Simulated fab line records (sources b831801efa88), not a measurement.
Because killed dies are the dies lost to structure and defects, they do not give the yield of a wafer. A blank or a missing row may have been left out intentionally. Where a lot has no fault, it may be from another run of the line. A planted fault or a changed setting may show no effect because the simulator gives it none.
The tool behind it: which one? :: flow sky130 :: 12 lots, 33 wafers sampled, at 1 step of a route of 708

## WHAT THE GAUGES READ, wafer by wafer
SKY_VT_ADJUST_HVTR_OVL_MEAS_08. Usual: VT_ADJUST_HVTR_OVL -0.1 nm, standard deviation 1.4.
lot: L267
measured: day 9 11:17
on: overlay-01
VT_ADJUST_HVTR_OVL (nm): -1.9 -0.8 -1.8
flag: 

lot: L272
measured: day 11 02:06
on: overlay-01
VT_ADJUST_HVTR_OVL (nm): -1.8 -1.7 -0.4
flag: 

lot: L280
measured: day 13 07:24
on: overlay-01
VT_ADJUST_HVTR_OVL (nm): -4.4 -1.7
flag: 

lot: L281
measured: day 13 18:32
on: overlay-01
VT_ADJUST_HVTR_OVL (nm): -1.2 -0.9
flag: 

lot: L282
measured: day 14 02:48
on: overlay-01
VT_ADJUST_HVTR_OVL (nm): -1.2 0.1
flag: 

lot: L283
measured: day 14 16:20
on: overlay-01
VT_ADJUST_HVTR_OVL (nm): -0.7 -1.8 0.1
flag: 

lot: L284
measured: day 14 23:50
on: overlay-02
VT_ADJUST_HVTR_OVL (nm): 1.6 1.1 1.8
flag: 

lot: L285
measured: day 15 08:53
on: overlay-02
VT_ADJUST_HVTR_OVL (nm): 0.0 0.5 2.6
flag: 

lot: L286
measured: day 15 09:53
on: overlay-02
VT_ADJUST_HVTR_OVL (nm): -2.0 0.1 -1.5
flag: 

lot: L288
measured: day 16 05:50
on: overlay-01
VT_ADJUST_HVTR_OVL (nm): -1.5 0.8 0.4
flag: 

lot: L289
measured: day 16 08:59
on: overlay-02
VT_ADJUST_HVTR_OVL (nm): 1.3 1.3 1.8
flag: 

lot: L290
measured: day 16 15:57
on: overlay-01
VT_ADJUST_HVTR_OVL (nm): -1.3 0.3 0.0
flag: 

## WHAT TOOL EACH LOT RAN ON (gives the tool, then ch and the chambers of the sampled wafers, and finally the start)
There is no process step in the record ahead of these readings.

## AS READ BY THE TOOLS THEMSELVES (means over the sampled wafers that have a number; for cases with no such wafer, the mark the record gives instead)
The record holds no such reading with a usual standard deviation.

## THE ANSWER, worked out from the rows above alone
Rule: take the mean of a lot's wafers that have a number; if it is more than 3 standard deviations from the usual mean, the lot is off. A lot without any number at a reading at which 4 lots or more have one is off too. All remaining lots with rows at the step are treated as sound. The gauges are gone through in route order, then the tools' own readings, and for those a lot's mean is taken as printed above. At the first step where some lot is off, the reading lying furthest off is the one used; lots without a number count as furthest.
None of the lots is off at any reading shown; this tells nothing.

## WHAT THE SIMULATOR PUT IN
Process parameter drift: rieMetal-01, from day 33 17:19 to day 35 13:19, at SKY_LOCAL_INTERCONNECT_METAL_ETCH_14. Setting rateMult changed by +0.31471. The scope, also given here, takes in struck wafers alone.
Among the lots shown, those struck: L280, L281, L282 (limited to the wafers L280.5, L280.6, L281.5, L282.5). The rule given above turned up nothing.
